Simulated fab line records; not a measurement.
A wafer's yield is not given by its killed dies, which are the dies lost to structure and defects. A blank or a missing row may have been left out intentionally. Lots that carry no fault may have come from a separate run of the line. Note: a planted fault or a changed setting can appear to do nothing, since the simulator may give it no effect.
Which tool did it? -- flow gf180mcu -- Sampling: 14 lots, 42 wafers, 5 of 602 route steps

== WHAT THE GAUGES READ, wafer by wafer ==
GF_VT_IMPLANT_TW_MEAS_10. Usual: for VT_IMPLANT_TW the level is 559 and the standard deviation is 6.
lot,measured,on,VT_IMPLANT_TW,flag
L353,day 5 21:00,film-metro-04,549 546 550,
L354,day 6 05:28,film-metro-03,564 566 562,
L355,day 6 09:41,film-metro-03,562 563 565,
L356,day 6 14:23,film-metro-03,565 563 565,
L359,day 7 09:46,film-metro-04,557 552 554,
L360,day 7 15:54,film-metro-03,564 558 559,
L363,day 8 11:42,film-metro-03,580 578 580,OFF
L367,day 9 14:39,film-metro-03,579 580 580,OFF
L368,day 9 20:43,film-metro-01,564 563 562,
L369,day 10 04:33,film-metro-04,551 548 549,
L370,day 10 07:38,film-metro-04,548 550 549,
L371,day 10 15:02,film-metro-01,559 559 561,
L374,day 11 05:49,film-metro-03,563 565 561,
L375,day 11 12:24,film-metro-01,564 561 566,

GF_M2_THK_MEAS_06: measures by xrf. Usual: for M2_ALCU_THK the level is 452 nm and the standard deviation is 4.9.
lot,measured,on,M2_ALCU_THK (nm),flag
L353,day 18 10:55,film-metro-02,446 448 449,
L354,day 18 22:19,film-metro-04,451 453 452,
L355,day 19 07:20,film-metro-03,450 455 453,
L356,day 19 17:03,film-metro-04,454 454 449,
L359,day 21 00:41,film-metro-04,456 453 455,
L360,day 21 08:04,film-metro-02,445 443 452,
L363,day 22 17:43,film-metro-03,453 451 452,
L367,day 24 02:04,film-metro-02,456 447 456,
L368,day 24 14:23,film-metro-04,450 452 454,
L369,day 24 19:10,film-metro-03,457 458 457,
L370,day 25 00:29,film-metro-04,462 459 461,
L371,day 25 13:29,film-metro-02,444 443 444,
L374,day 26 05:01,film-metro-04,457 445 453,
L375,day 26 09:13,film-metro-04,450 455 450,

GF_M2_OVL_MEAS_15. Usual: for M2_OVL the level is -3 nm and the standard deviation is 5.3.
lot,measured,on,M2_OVL (nm),flag
L353,day 19 11:04,overlay-02,-4 -9 1,
L354,day 19 22:23,overlay-02,-2 -3 -10,
L355,day 20 07:00,overlay-01,-4 -4 -3,
L356,day 20 16:50,overlay-02,-1 -5 -6,
L359,day 22 00:08,overlay-02,1 3 -3,
L360,day 22 07:01,overlay-01,-6 0 -9,
L363,day 23 16:23,overlay-01,-12 -13 -8,
L367,day 24 23:56,overlay-02,4 -1 5,
L368,day 25 11:40,overlay-02,-8 -9 -10,
L369,day 25 16:39,overlay-02,-9 -5 -4,
L370,day 25 21:20,overlay-01,2 12 7,
L371,day 26 10:05,overlay-02,0 -3 -2,
L374,day 27 01:36,overlay-02,3 3 -1,
L375,day 27 05:08,overlay-02,-9 -13 -13,

== TOOL THAT RAN EACH LOT (tool first, then ch and the chambers of the sampled wafers, then the start) ==
lot,GF_VT_IMPLANT_IMPLANT_08,GF_V1_CVD_23
L353,"implanter-02 ch 0, day 5 20:46","cvd-w-02 ch 0,1, day 18 09:59"
L354,"implanter-04 ch 0, day 6 05:13","cvd-w-02 ch 0,1, day 18 21:23"
L355,"implanter-02 ch 0, day 6 09:28","cvd-w-02 ch 0,1, day 19 06:23"
L356,"implanter-04 ch 0, day 6 14:09","cvd-w-01 ch 0,1, day 19 16:04"
L359,"implanter-02 ch 0, day 7 09:32","cvd-w-02 ch 0,1, day 20 23:46"
L360,"implanter-03 ch 0, day 7 15:40","cvd-w-02 ch 0,1, day 21 07:08"
L363,"implanter-03 ch 0, day 8 11:27","cvd-w-02 ch 0,1, day 22 16:47"
L367,"implanter-03 ch 0, day 9 14:24","cvd-w-02 ch 0,1, day 24 01:08"
L368,"implanter-02 ch 0, day 9 20:29","cvd-w-01 ch 0,1, day 24 13:28"
L369,"implanter-02 ch 0, day 10 04:21","cvd-w-02 ch 0,1, day 24 18:12"
L370,"implanter-02 ch 0, day 10 07:25","cvd-w-01 ch 0,1, day 24 23:34"
L371,"implanter-02 ch 0, day 10 14:47","cvd-w-01 ch 0,1, day 25 12:34"
L374,"implanter-04 ch 0, day 11 05:34","cvd-w-01 ch 0,1, day 26 04:05"
L375,"implanter-02 ch 0, day 11 12:09","cvd-w-01 ch 0,1, day 26 08:17"
- GF_VT_IMPLANT_IMPLANT_08
- GF_V1_CVD_23: deposits W, target thk 350 nm, time 105.05 s.

== WHAT THE TOOLS THEMSELVES READ (means of the sampled wafers that have a number; where no wafer has one, the mark that the record gives instead) ==
GF_VT_IMPLANT_IMPLANT_08. Usual: dose-ions-cm2 8.289e+12, standard deviation 9.4e+09; faraday-current-uA 46.7, standard deviation 0.99; tilt-deg 7.000 degrees, standard deviation 0.019.
lot,tool,dose-ions-cm2,faraday-current-uA,tilt-deg (degrees),flag
L353,implanter-02,8.292e+12,47.2,7.001,
L354,implanter-04,8.294e+12,46.1,6.985,
L355,implanter-02,8.297e+12,46.3,7.027,
L356,implanter-04,8.299e+12,47.8,7.017,
L359,implanter-02,8.284e+12,47.1,7.013,
L360,implanter-03,8.293e+12,46.2,6.992,
L363,implanter-03,8.997e+12,51.2,6.976,OFF
L367,implanter-03,9.010e+12,49.8,6.989,OFF
L368,implanter-02,8.280e+12,47.7,6.987,
L369,implanter-02,8.283e+12,46.8,6.983,
L370,implanter-02,8.277e+12,46.5,6.973,
L371,implanter-02,8.289e+12,46.3,6.994,
L374,implanter-04,8.299e+12,47.5,7.019,
L375,implanter-02,8.299e+12,46.3,7.005,

GF_V1_CVD_23. Usual: heater-power-w at 879 W, with a standard deviation of 49.
lot,tool,heater-power-w (W),flag
L353,cvd-w-02,858,
L354,cvd-w-02,831,
L355,cvd-w-02,856,
L356,cvd-w-01,916,
L359,cvd-w-02,830,
L360,cvd-w-02,838,
L363,cvd-w-02,840,
L367,cvd-w-02,824,
L368,cvd-w-01,928,
L369,cvd-w-02,823,
L370,cvd-w-01,932,
L371,cvd-w-01,908,
L374,cvd-w-01,932,
L375,cvd-w-01,917,

== THE ANSWER, worked out from the rows above alone ==
Rule: a lot is off if the mean of its wafers that have a number lies more than 3 standard deviations from the usual mean. Also off: a lot with no number at a reading for which 4 or more lots have one. Any other lot the step has rows for is counted as sound. Order of review: gauges by route order, followed by the tools' own readings, for which a lot's mean as printed above is used. The first step at which some lot is off is used, and at that step the reading that is off furthest; a lot without a number counts as furthest.
Off: L363, L367, seen at GF_VT_IMPLANT_TW_MEAS_10 (VT_IMPLANT_TW).
A tool fits if, at a process step before that reading, it ran every lot that is off, and no sound lot after the first of them. Not tried: the gauges at GF_VT_IMPLANT_TW_MEAS_10; whatever is off there is also off at GF_VT_IMPLANT_IMPLANT_08, on other tools, and gauge error can't account for it. One fits: implanter-03 at GF_VT_IMPLANT_IMPLANT_08. Its last sound lot is L360 (day 7 15:40), its first lot that is off L363 (day 8 11:27): a fault that began between those two fits.
The tool's own readings at GF_VT_IMPLANT_IMPLANT_08 bear it out: on the lots that are off they differ by more than 5 times the standard deviation of the sound lots' means. dose-ions-cm2 reads 9.004e+12 there against 8.290e+12 on the sound lots; faraday-current-uA reads 50.5 there against 46.8 on the sound lots.

== WHAT THE SIMULATOR HAD INSERTED ==
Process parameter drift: implanter-03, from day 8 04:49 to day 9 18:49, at GF_VT_IMPLANT_IMPLANT_08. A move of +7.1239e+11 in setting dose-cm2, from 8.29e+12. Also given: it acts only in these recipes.
Struck lots among those shown: L363, L367. This agrees with what the rule above found.
